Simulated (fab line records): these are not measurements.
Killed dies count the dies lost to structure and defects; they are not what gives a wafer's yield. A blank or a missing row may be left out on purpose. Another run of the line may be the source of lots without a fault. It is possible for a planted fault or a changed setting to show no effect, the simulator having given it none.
Chamber matching	flow gf180mcu	GF_POLY_GATE_ETCH_13 on rieSi-01: 4 sister chambers
The step etches poly-Si in HBr/Cl2, stops on SiO2, target depth 198.5 nm, time 69.6 s. 8 wafers are shown with their chamber, then 7 later ones without.

EACH WAFER AND ITS CHAMBER
wafer	chamber	runLengthS (s)	oesProductAu (a.u.)
L588.6	2	97.9	0.980
L589.2	3	97.3	0.989
L589.5	1	98.2	0.968
L592.1	1	98.1	0.983
L592.3	3	97.4	0.976
L592.4	0	98.3	1.002
L598.4	0	98.1	1.006
L598.5	2	97.9	1.001

WAFERS WHOSE CHAMBER IS MISSING
wafer	runLengthS (s)	oesProductAu (a.u.)
L598.6	97.3	0.995
L599.1	97.1	0.996
L599.2	98.1	0.996
L599.5	98.1	0.995
L600.3	97.6	0.995
L600.5	97.3	0.998
L600.6	97.5	0.986

CHAMBER TAKEN BY EACH
wafer	from the rows above	in truth
L598.6	3	3
L599.1	3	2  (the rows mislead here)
L599.2	can't be placed: 0 or 1 or 2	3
L599.5	can't be placed: 0 or 1 or 2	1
L600.3	can't be placed: 3 or 2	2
L600.5	3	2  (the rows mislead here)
L600.6	3	3
Correctly placed: 2 of 7. These rows do not allow placing 3 (true chamber among the candidates in 2). Number placed wrongly: 2.
How it was worked out, from the rows above alone: a wafer's distance from a chamber is the root of the sum, over the readings, of the square of ((its reading less the chamber's mean) divided by the reading's scatter). The wafer belongs to the nearest chamber; if the next one is less than 2 further off, it can't be placed. The mean given for a chamber averages the wafers shown for that chamber. The scatter is the square root of a quotient: the sum, over the shown wafers, of each reading's squared deviation from its chamber's mean, divided by wafers minus chambers.
